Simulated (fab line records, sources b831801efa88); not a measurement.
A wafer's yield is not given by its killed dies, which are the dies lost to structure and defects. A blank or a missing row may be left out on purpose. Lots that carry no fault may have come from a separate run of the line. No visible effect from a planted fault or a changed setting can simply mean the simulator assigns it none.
Which tool was responsible?    flow sky130    18 wafers from 6 lots sampled at 2 of the route's 708 steps

WHAT THE GAUGES SHOWED, per wafer
SKY_NWELL_OVL_MEAS_10.
lot   measured     on          NWELL_00_OVL (nm)
L265  day 4 22:20  overlay-02  -0.7 -0.4 -0.6
L267  day 5 07:17  overlay-02  0.0 1.4 2.4
L273  day 6 20:59  overlay-02  -0.3 -0.1 0.9
L277  day 7 18:19  overlay-01  -2.4 -2.4 -2.0
L279  day 8 06:01  overlay-02  0.3 1.7 1.3
L285  day 9 15:26  overlay-01  -0.8 -1.1 -2.4

WHICH TOOL RAN EACH LOT (tool, then ch and the chambers of the sampled wafers, then the start)
lot   SKY_FIELD_ISO_CMP_27
L265  cmp-02 ch 0,1,2, day 2 17:01
L267  cmp-01 ch 0,1,2, day 3 01:44
L273  cmp-01 ch 0,1, day 4 08:58
L277  cmp-02 ch 0,3, day 5 06:23
L279  cmp-02 ch 1,3, day 5 14:22
L285  cmp-02 ch 0,2, day 7 00:28
- SKY_FIELD_ISO_CMP_27: polishes, stops on Si3N4, t overpolish 16 s, target thk 457.8 nm.

THE ANSWER, worked out from the rows above alone
Rule: usual is defined by the lots themselves. Put in order of their means at a reading, lots are off if they are a third of the lots or fewer, leave a main group of 4 or more, and stand apart from it by a gap of 3 or more times the standard deviation of the main group's means; of several such gaps the widest counts. A main group is skipped when, at the precision printed for the reading in the tables above, its means are all equal. Also off: a lot with no number at a reading for which 4 or more lots have one. The other lots that the step has rows for count as sound.
Across all readings shown, no lot is off: no conclusion can be drawn from this.

WHAT HAD BEEN PUT IN BY THE SIMULATOR
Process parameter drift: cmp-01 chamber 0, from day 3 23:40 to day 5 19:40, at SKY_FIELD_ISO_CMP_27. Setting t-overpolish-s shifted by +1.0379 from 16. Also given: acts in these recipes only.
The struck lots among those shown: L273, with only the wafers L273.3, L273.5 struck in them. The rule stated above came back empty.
